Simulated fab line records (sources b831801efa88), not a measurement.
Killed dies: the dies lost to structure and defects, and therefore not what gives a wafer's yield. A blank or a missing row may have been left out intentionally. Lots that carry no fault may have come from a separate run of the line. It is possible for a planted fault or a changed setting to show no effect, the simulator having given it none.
The same fault as seen by 2 desks :: flow sky130 :: numbers are kept per desk, each desk with only its own; the story behind them comes last

== TOOL OWNER'S DESK, rie_diel-03 ==
The tool's own readings at SKY_METAL4_ETCH_17 (etches SiO2 in C4F8/O2/Ar, stops on TiN, time 3.9 s, target depth 15 nm): means of the sampled wafers that have a number, for each lot that ran on this tool. A lot is out of limits, marked OUT, if its mean lies more than 4 standard deviations from the usual mean; the brackets give that distance.
Columns: A = oes_product_au at SKY_METAL4_ETCH_17, usual 0.756 a.u.; B = rf_fwd_power_W at SKY_METAL4_ETCH_17, usual 1471 W
lot: L192
first seen here: day 45 09:20
A: 0.745
B: 1468

lot: L197
first seen here: day 46 15:12
A: 0.761
B: 1386 (-10) OUT

lot: L201
first seen here: day 47 09:14
A: 0.758
B: 1312 (-19) OUT
This desk finds L197, L201 out of limits, L197 being first, at day 46 15:12 (rf_fwd_power_W at SKY_METAL4_ETCH_17). Within limits: L192.

== METROLOGY DESK ==
Means of the sampled wafers that have a number, per lot and without regard to the tool the lot ran on: this is what the gauges read. A lot is out of limits, marked OUT, if its mean lies more than 4 standard deviations from the usual mean; the brackets give that distance.
Columns: A = cd_nm at SKY_METAL4_CD_MEAS_13, usual 300.1 nm; B = METAL4_OVL at SKY_METAL4_OVL_MEAS_14, usual -4 nm
lot: L183
first seen here: day 42 22:49
A: 298.8
B: -3

lot: L190
first seen here: day 44 22:41
A: 301.1
B: -9

lot: L192
first seen here: day 45 08:55
A: 299.6
B: -3

lot: L193
first seen here: day 45 14:40
A: 298.9
B: -4

lot: L197
first seen here: day 46 14:55
A: 300.5
B: -8

lot: L201
first seen here: day 47 09:01
A: 300.6
B: 5
This desk found nothing out of limits on any of the 6 lots.

== TAKEN TOGETHER ==
The tool owner's desk had the chance to raise an alarm at day 46 15:12 on L197, L201.
At the metrology desk, nothing out of limits was observed.
The metrology desk holds a record of L197, L201, inside its limits.
SKY_METAL4_ETCH_17 was run on rie_diel-03 by each of the lots named.

== WHAT THE SIMULATOR HAD INSERTED ==
rie_diel-03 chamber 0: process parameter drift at SKY_METAL4_ETCH_17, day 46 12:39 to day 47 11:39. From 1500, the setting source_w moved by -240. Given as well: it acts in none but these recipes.
Lots struck among those shown: L197, L201.
Each desk's first reading out of limits, in hours after the fault started: the tool owner's desk, 3.
